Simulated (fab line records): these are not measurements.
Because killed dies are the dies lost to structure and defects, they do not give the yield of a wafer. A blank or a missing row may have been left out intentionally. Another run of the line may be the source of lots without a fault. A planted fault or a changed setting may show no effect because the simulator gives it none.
One fault seen from 2 desks / flow gf180mcu / each desk has only its own numbers; what lay behind them comes last

THE TOOL OWNER'S DESK: hdpcvd-02
The tool's own readings at GF_V4_CVD_00 (deposits SiO2, target thk 600 nm, time 100 s): means of the sampled wafers that have a number, for each lot that ran on this tool. Marked OUT: a lot whose mean sits more than 4 standard deviations from the usual mean, which makes it out of limits; the brackets give that distance.
Columns: A = sih4FlowSccm at GF_V4_CVD_00, usual 59.98 sccm
lot=L936; first seen here=day 23 12:12; A=59.78
lot=L937; first seen here=day 24 01:41; A=59.91
lot=L940; first seen here=day 24 19:37; A=60.11
lot=L941; first seen here=day 25 07:26; A=60.11
lot=L942; first seen here=day 25 15:16; A=60.14
lot=L946; first seen here=day 26 22:04; A=90.05 (+99 or more) OUT
lot=L948; first seen here=day 27 14:16; A=90.02 (+99 or more) OUT
This desk finds L946, L948 out of limits, L946 being first, at day 26 22:04 (sih4FlowSccm at GF_V4_CVD_00). L936, L937, L940, L941, L942: within limits.

FROM THE METROLOGY DESK
Lot by lot, what the gauges showed, no matter which tool ran the lot: averages of those sampled wafers that carry a number. Marked OUT: a lot whose mean sits more than 4 standard deviations from the usual mean, which makes it out of limits; the brackets give that distance.
Columns: A = V3_BOW at GF_V3_BOW_MEAS_05, usual 115 um; B = V4_CVD_00_THK at GF_V4_THK_MEAS_01, usual 604 nm; C = V4_OVL at GF_V4_OVL_MEAS_15, usual 1 nm
lot=L936; first seen here=day 21 13:03; A=108; B=600; C=-0
lot=L937; first seen here=day 22 00:56; A=112; B=612; C=-0
lot=L938; first seen here=day 22 04:47; A=122; B=602; C=0
lot=L939; first seen here=day 22 16:14; A=109; B=606; C=2
lot=L940; first seen here=day 22 20:23; A=109; B=603; C=9
lot=L941; first seen here=day 23 09:27; A=114; B=595; C=-1
lot=L942; first seen here=day 23 16:43; A=115; B=600; C=3
lot=L945; first seen here=day 24 19:11; A=119; B=605; C=8
lot=L946; first seen here=day 25 01:36; A=118; B=907 (+44) OUT; C=-3
lot=L948; first seen here=day 25 18:43; A=112; B=903 (+43) OUT; C=-1
lot=L954; first seen here=day 27 15:08; A=121; B=606; C=-5
lot=L958; first seen here=day 28 14:33; A=111; B=610; C=0
lot=L959; first seen here=day 28 22:23; A=104; B=607; C=-7
This desk's result: L946, L948 out of limits, first on L946 (V4_CVD_00_THK at GF_V4_THK_MEAS_01), day 26 22:09. L936, L937, L938, L939, L940, L941, L942, L945, L954, L958, L959: within limits.

TAKEN TOGETHER
An alarm could have come from the tool owner's desk at day 26 22:04, on L946, L948.
On L946, L948, the metrology desk was in a position to raise an alarm at day 26 22:09.
All the named lots went through GF_V4_CVD_00 on hdpcvd-02.

WHAT THE SIMULATOR PUT IN
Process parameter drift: hdpcvd-02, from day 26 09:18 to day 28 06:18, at GF_V4_CVD_00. From 60, the setting sih4FlowSccm moved by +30. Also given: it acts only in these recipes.
Lots struck among those shown: L946, L948.
Time in hours from fault onset to the first out-of-limits reading at each desk: tool owner's desk 13, metrology desk 13.
